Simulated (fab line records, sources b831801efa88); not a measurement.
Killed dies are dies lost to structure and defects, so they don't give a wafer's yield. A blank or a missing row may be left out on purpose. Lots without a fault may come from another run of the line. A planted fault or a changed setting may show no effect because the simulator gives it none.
Chamber matching | flow gf180mcu | GF_V3_ETCH_16 on rie_diel-03: 4 sister chambers
The step etches BARC in N2/H2. 8 wafers are shown with their chamber, then 10 later ones without.

WAFERS WITH THEIR CHAMBER
wafer  | chamber | drypump_motor_current_A (A) | throttle_valve_pct (%)
L079.4 | 1       | 5.8                         | 13.229
L084.4 | 3       | 6.7                         | 13.227
L085.3 | 2       | 5.2                         | 13.240
L086.1 | 2       | 5.3                         | 13.241
L086.3 | 1       | 5.8                         | 13.219
L086.5 | 0       | 5.9                         | 13.210
L091.1 | 0       | 5.9                         | 13.241
L091.2 | 3       | 6.7                         | 13.224

WAFERS WITHOUT THEIR CHAMBER
wafer  | drypump_motor_current_A (A) | throttle_valve_pct (%)
L091.6 | 5.9                         | 13.219
L095.1 | 6.7                         | 13.221
L095.2 | 5.2                         | 13.235
L095.3 | 5.9                         | 13.238
L095.4 | 5.9                         | 13.220
L095.5 | 5.2                         | 13.215
L095.6 | 6.7                         | 13.213
L097.2 | 5.2                         | 13.232
L097.3 | 5.8                         | 13.229
L097.6 | 5.9                         | 13.229

WHICH CHAMBER EACH WENT THROUGH
wafer  | from the rows above     | in truth
L091.6 | 0                       | 0
L095.1 | 3                       | 3
L095.2 | 2                       | 2
L095.3 | can't be placed: 0 or 1 | 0
L095.4 | 0                       | 0
L095.5 | 2                       | 2
L095.6 | 3                       | 3
L097.2 | 2                       | 2
L097.3 | 1                       | 1
L097.6 | 0                       | 0
Placed correctly: 9 of 10. Can't be placed from these rows: 1 (the true chamber is among the candidates in 1). Placed wrongly: 0.
How it was worked out, from the rows above alone: a wafer's distance from a chamber is the root of the sum, over the readings, of the square of ((its reading less the chamber's mean) divided by the reading's scatter). The wafer belongs to the nearest chamber; if the next one is less than 2 further off, it can't be placed. A chamber's mean is the mean of its shown wafers. The scatter: the root of (the sum of the squares of (reading less its chamber's mean) over the shown wafers, divided by (wafers less chambers)).
